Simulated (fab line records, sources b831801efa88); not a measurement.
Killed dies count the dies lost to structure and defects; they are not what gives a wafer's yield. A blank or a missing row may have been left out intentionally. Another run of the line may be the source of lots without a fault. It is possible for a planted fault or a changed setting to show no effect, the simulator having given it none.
One fault through the eyes of 2 desks || flow sky130 || numbers are kept per desk, each desk with only its own; the story behind them comes last

METROLOGY DESK
What the gauges read, lot by lot, whatever tool the lot ran on: means of the sampled wafers that have a number. If a lot's mean is further than 4 standard deviations from the usual mean, the lot is out of limits and carries the mark OUT (the distance appears in the brackets).
Columns: A = LDD_N_TW at SKY_LDD_N_TW_MEAS_17, usual 2575; B = cd_nm at SKY_LDD_P_CD_MEAS_07, usual 380.3 nm
{"lot": "L438", "first seen here": "day 17 23:49", "A": 2558, "B": 378.6}
{"lot": "L439", "first seen here": "day 18 11:50", "A": 2598, "B": 378.8}
{"lot": "L440", "first seen here": "day 18 18:55", "A": 2605, "B": 383.2}
{"lot": "L442", "first seen here": "day 19 14:13", "A": 2535, "B": 381.2}
{"lot": "L443", "first seen here": "day 20 04:50", "A": 2552, "B": 379.0}
{"lot": "L445", "first seen here": "day 21 02:14", "A": 2540, "B": 381.5}
{"lot": "L446", "first seen here": "day 22 00:22", "A": 2530, "B": 380.7}
{"lot": "L448", "first seen here": "day 22 13:10", "A": 2602, "B": 378.8}
{"lot": "L450", "first seen here": "day 22 15:38", "A": 2594, "B": 382.0}
{"lot": "L451", "first seen here": "day 23 06:07", "A": 2567, "B": 379.1}
{"lot": "L459", "first seen here": "day 26 01:17", "A": 2564, "B": 379.5}
{"lot": "L458", "first seen here": "day 26 02:33", "A": 2577, "B": 380.3}
{"lot": "L461", "first seen here": "day 26 08:54", "A": 2611, "B": 381.3}
This desk's verdict: no lot among the 13 shows anything out of limits.

DESK OF THE TOOL OWNER: rie_si-02
The tool's own readings at SKY_POLY_GATE_ETCH_17 (etches poly-Si in HBr/Cl2, stops on SiO2, target depth 180 nm, time 70.5 s): means of the sampled wafers that have a number, for each lot that ran on this tool. If a lot's mean is further than 4 standard deviations from the usual mean, the lot is out of limits and carries the mark OUT (the distance appears in the brackets).
Columns: A = drypump_motor_current_A at SKY_POLY_GATE_ETCH_17, usual 5.7 A; B = oes_product_au at SKY_POLY_GATE_ETCH_17, usual 0.985 a.u.; C = run_length_s at SKY_POLY_GATE_ETCH_17, usual 98.8 s; D = throttle_valve_pct at SKY_POLY_GATE_ETCH_17, usual 33.684 %
{"lot": "L439", "first seen here": "day 17 01:17", "A": 5.9, "B": 0.992, "C": 98.3, "D": 33.682}
{"lot": "L440", "first seen here": "day 17 08:43", "A": 5.6, "B": 0.987, "C": 98.9, "D": 33.683}
{"lot": "L442", "first seen here": "day 18 03:23", "A": 5.6, "B": 0.976, "C": 99.1, "D": 33.678}
{"lot": "L445", "first seen here": "day 19 15:20", "A": 5.6, "B": 0.980, "C": 98.8, "D": 33.687}
{"lot": "L450", "first seen here": "day 21 06:20", "A": 6.0, "B": 0.996, "C": "93.5 (-8.9) OUT", "D": 33.676}
{"lot": "L451", "first seen here": "day 21 21:10", "A": 5.6, "B": 0.997, "C": "93.7 (-8.7) OUT", "D": 33.690}
{"lot": "L458", "first seen here": "day 24 17:08", "A": 5.4, "B": 0.985, "C": 98.3, "D": 33.690}
{"lot": "L461", "first seen here": "day 24 23:47", "A": 5.6, "B": 0.983, "C": 99.1, "D": 33.684}
Finding of this desk: L450, L451 out of limits; the first was L450 at day 21 06:20, on run_length_s at SKY_POLY_GATE_ETCH_17. In limits: L439, L440, L442, L445, L458, L461.

BROUGHT TOGETHER
At day 21 06:20, on L450, L451, the tool owner's desk was in a position to raise an alarm.
The metrology desk saw nothing out of limits.
The metrology desk has L450, L451 on record, within its limits.
Of the lots named, all ran SKY_POLY_GATE_ETCH_17 on rie_si-02.

WHAT WAS PUT IN BY THE SIMULATOR
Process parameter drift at SKY_POLY_GATE_ETCH_17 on rie_si-02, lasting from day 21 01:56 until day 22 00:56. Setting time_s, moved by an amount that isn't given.
Lots struck among those shown: L450, L451.
Hours from the fault's start to each desk's first reading out of limits: the tool owner's desk, 4.
